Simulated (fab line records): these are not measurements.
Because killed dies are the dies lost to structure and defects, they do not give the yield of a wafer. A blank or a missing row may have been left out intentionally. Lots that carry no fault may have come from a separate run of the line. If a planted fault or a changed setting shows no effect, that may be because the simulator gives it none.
A lot that was struck, set against a sound lot | flow sky130 | 21 steps out of a route of 708
Sound: the wafers L962.1, L962.2, L962.6. Struck: wafer L978.1 (L978.3, L978.5, from the same lot, were not struck and are left out); the cause is given at the end.
For every step that has rows: the tool of each side, followed by ch and its chambers, followed by its first start. Under that, the readings that differ: sound wafers | struck wafers | difference of the means | sigmas: that difference in standard deviations of wafers without a fault.
alike: readings whose means differ by less than 2 such deviations, and words and numbers that are the same on both sides. not compared: withheld readings, readings that some wafer has no value for, bounds like >300 that may hide the same value, and numbers for which the record gives no deviation and whose values overlap.
The two part at a step that has a row with sigmas, a row that says differs or no value, or rows on one side only. When numbers do not overlap yet have no deviation, they are printed without sigmas and do not part them. A reading that every wafer of one side lacks parts them only if that side has two wafers or more.

first, 4 steps without rows for these wafers: SKY_METAL2_STRIP_21 (strips in post etch residue remover, time 1200 s); SKY_METAL2_CLEAN_22 (cleans in IPA, time 180 s); SKY_METAL2_CLEAN_23 (cleans in O3/DIW); SKY_VIA2_HDPCVD_00 (deposits SiO2, target thk 1180 nm, time 196.7 s).
SKY_VIA2_THK_MEAS_01:
  sound on filmMetro-04 at day 37 21:13; struck on filmMetro-01 at day 41 19:06
  alike: VIA2_HDPCVD_THK
SKY_VIA2_CMP_02: polishes SiO2.
  sound on cmp-01 ch 0,2,3, day 37 21:19; struck on cmp-01 ch 0, day 41 19:13
reading              | sound             | struck | difference | sigmas
edgeZonePressureFrac | 0.985 0.994 0.995 | 1.002  | +0.011     | +2
  alike: motorCurrentA, slurryFlowMlMin
SKY_VIA2_BOW_MEAS_03:
  sound on filmMetro-03 at day 37 21:34; struck on filmMetro-04 at day 41 19:28
  alike: VIA2_BOW
then, 5 steps without rows for these wafers: SKY_VIA2_DEHYDRATE_04 (time 60 s); SKY_VIA2_HMDS_05 (prime time 60 s); SKY_VIA2_COAT_06 (resist thk 60 nm); SKY_VIA2_COAT_07 (resist thk 450 nm); SKY_VIA2_SOFTBAKE_08 (time 90 s).
SKY_VIA2_EXPOSE_09: exposes mask VIM2, target cd 200 nm.
  sound on krfScanner-02 ch 0, day 38 10:39; struck on krfScanner-01 ch 0, day 42 07:52
  alike: mask
then, 2 steps without rows for these wafers: SKY_VIA2_PEB_10; SKY_VIA2_DEVELOP_11 (develop time 60 s).
SKY_VIA2_CD_MEAS_12: the cd target is 200 nm.
  sound on cdSem-02 at day 38 23:47; struck on cdSem-02 at day 42 19:13
reading   | sound             | struck | difference | sigmas
cdNm (nm) | 202.6 201.5 201.9 | 184.5  | -17.5      | -12
  not compared: hold
SKY_VIA2_OVL_MEAS_13:
  sound on overlay-02 at day 38 23:55; struck on overlay-01 at day 43 00:23
reading | sound | struck                  | difference                   | sigmas
hold    | - - - | awaitDispo/5.1h/release | no value on the sound wafers | 
  alike: VIA2_OVL
SKY_VIA2_ETCH_14: etches BARC in N2/H2, stops on SiO2, time 45.9 s, target depth 60 nm.
  sound on rieDiel-04 ch 1,2, day 38 23:56; struck on rieDiel-02 ch 1, day 43 00:26
reading              | sound             | struck | difference | sigmas
model.VIA2.cdNm (nm) | 202.3 202.4 202.6 | 184    | -18        | 
  alike: drypumpMotorCurrentA, oesProductAu, throttleValvePct
  not compared: rfHoursCounterH
SKY_VIA2_ETCH_15: etches SiO2 in C4F8/O2/Ar, stops on TiN, target depth 546 nm, time 84 s.
  sound on rieDiel-04 ch 1,2, day 38 23:59; struck on rieDiel-02 ch 1, day 43 00:28
reading              | sound             | struck | difference | sigmas
model.VIA2.cdNm (nm) | 201.3 202.5 200.1 | 186.7  | -14.6      | 
  alike: oesProductAu
  not compared: rfHoursCounterH
SKY_VIA2_STRIP_16: strips in O2/N2.
  sound on plasmaAsher-04 ch 0,1, day 39 00:03; struck on plasmaAsher-04 ch 1, day 43 00:32
reading                  | sound             | struck | difference | sigmas
stripTimeToEndpointS (s) | 4.029 4.046 4.033 | 4.090  | +0.054     | +2
  alike: drypumpMotorCurrentA, oesProductAu
  not compared: rfHoursCounterH
-- the record jumps here: 8 days lie between the struck wafers' starts before and after (it left off in module VIA2 and takes up again in module PAD_OPEN, whose first step shown is number 708 of the route) --
SKY_PAD_OPEN_PROBE_99:
  sound on prober-01 at day 48 00:35; struck on prober-01 at day 50 17:41
reading                     | sound             | struck | difference | sigmas
sort_bin_5_function (%)     | 8.7 10.0 8.9      | 12.2   | +3.0       | +2
model.etest.via2Chain.rcOhm | 10.07 9.687 10.39 | 11.73  | +1.68      | 
  alike: defectLimitedYield, killed_at_M0_to_M3, killed_at_M4_up, killedAtContacts, killedAtFrontEnd, killedAtOther, killedDies, killedOpen, killedShort, sort_bin_3_pad_short, sort_bin_6_memory, sortNPass, sortYieldPct

## WHERE THEY PART
Earliest at SKY_VIA2_CMP_02; latest, in this record, at SKY_PAD_OPEN_PROBE_99.

WHY: the cause the simulator had injected
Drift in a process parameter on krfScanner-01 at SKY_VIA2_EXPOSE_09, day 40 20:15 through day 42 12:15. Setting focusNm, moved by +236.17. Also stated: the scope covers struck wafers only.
